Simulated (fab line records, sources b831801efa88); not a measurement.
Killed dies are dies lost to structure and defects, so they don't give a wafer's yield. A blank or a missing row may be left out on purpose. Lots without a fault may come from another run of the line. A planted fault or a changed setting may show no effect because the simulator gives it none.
Which tool did it? | flow sfq_line | 11 lots, 33 wafers sampled, at 4 steps of a route of 325

WHAT THE GAUGES READ, wafer by wafer
SFQ_M2_OVL_MEAS_916.
lot  | measured     | on         | M2_OVL (nm)
L386 | day 23 18:53 | overlay-01 | -7 -8 -5
L387 | day 23 21:18 | overlay-02 | -5 -5 -3
L394 | day 31 07:00 | overlay-02 | -3 -3 -1
L396 | day 31 14:12 | overlay-01 | 4 0 6
L399 | day 32 15:32 | overlay-01 | 0 0 -1
L403 | day 34 01:26 | overlay-01 | 3 2 -7
L405 | day 35 07:25 | overlay-01 | 9 8 13
L406 | day 35 15:05 | overlay-02 | 2 -4 -2
L407 | day 35 23:29 | overlay-01 | -9 -6 -9
L408 | day 36 03:05 | overlay-01 | -7 -4 -2
L409 | day 36 10:17 | overlay-02 | 0 1 6

WHICH TOOL RAN EACH LOT (tool, then ch and the chambers of the sampled wafers, then the start)
lot  | SFQ_TRILAYER_I1_CMP_CMP_046   | SFQ_TRILAYER_I1_METRO_MEASURE_047 | SFQ_TRILAYER_I1_VIA_ETCH_VIA_ETCH_052
L386 | cmp-02 ch 1,2,3, day 18 06:16 | film_metro-01, day 18 09:05       | rie_diel-03 ch 2,3, day 23 13:13
L387 | cmp-02 ch 0,1,3, day 18 13:04 | film_metro-04, day 18 15:35       | rie_diel-01 ch 1,3, day 23 16:49
L394 | cmp-02 ch 0,1,3, day 20 15:34 | film_metro-03, day 20 18:23       | rie_diel-04 ch 0,1,2, day 26 01:29
L396 | cmp-02 ch 0,1,3, day 20 21:34 | film_metro-01, day 21 00:11       | rie_diel-01 ch 1,2,3, day 26 07:29
L399 | cmp-01 ch 0,1,3, day 21 22:22 | film_metro-03, day 22 01:41       | rie_diel-03 ch 0,2,3, day 27 16:26
L403 | cmp-01 ch 1,2,3, day 23 01:01 | film_metro-01, day 23 03:20       | rie_diel-01 ch 0,2,3, day 29 05:44
L405 | cmp-02 ch 1,3, day 24 14:20   | film_metro-03, day 24 16:58       | rie_diel-03 ch 1,2, day 30 12:56
L406 | cmp-01 ch 0,1,2, day 25 06:55 | film_metro-01, day 25 09:32       | rie_diel-01 ch 0,1,3, day 30 21:20
L407 | cmp-01 ch 2,3, day 25 18:25   | film_metro-04, day 25 21:32       | rie_diel-03 ch 1,2,3, day 31 04:40
L408 | cmp-02 ch 2,3, day 26 00:24   | film_metro-01, day 26 03:43       | rie_diel-04 ch 0,2, day 31 08:16
L409 | cmp-02 ch 0,3, day 26 06:24   | film_metro-03, day 26 09:43       | rie_diel-03 ch 0,2,3, day 31 15:28
- SFQ_TRILAYER_I1_CMP_CMP_046: polishes SiO2.
- SFQ_TRILAYER_I1_METRO_MEASURE_047
- SFQ_TRILAYER_I1_VIA_ETCH_VIA_ETCH_052: etches SiO2 in CHF3, stops on Nb, target depth 260 nm.

THE ANSWER, worked out from the rows above alone
Rule: what is usual is taken from the lots themselves. Put in order of their means at a reading, lots are off if they are a third of the lots or fewer, leave a main group of 4 or more, and stand apart from it by a gap of 3 or more times the standard deviation of the main group's means; of several such gaps the widest counts. A main group whose means are all the same, to the digits that the tables above print for the reading, isn't used. A lot without any number at a reading at which 4 lots or more have one is off too. The other lots that the step has rows for count as sound.
No lot is off at any reading shown: from this, nothing can be told.

WHAT THE SIMULATOR HAD PUT IN
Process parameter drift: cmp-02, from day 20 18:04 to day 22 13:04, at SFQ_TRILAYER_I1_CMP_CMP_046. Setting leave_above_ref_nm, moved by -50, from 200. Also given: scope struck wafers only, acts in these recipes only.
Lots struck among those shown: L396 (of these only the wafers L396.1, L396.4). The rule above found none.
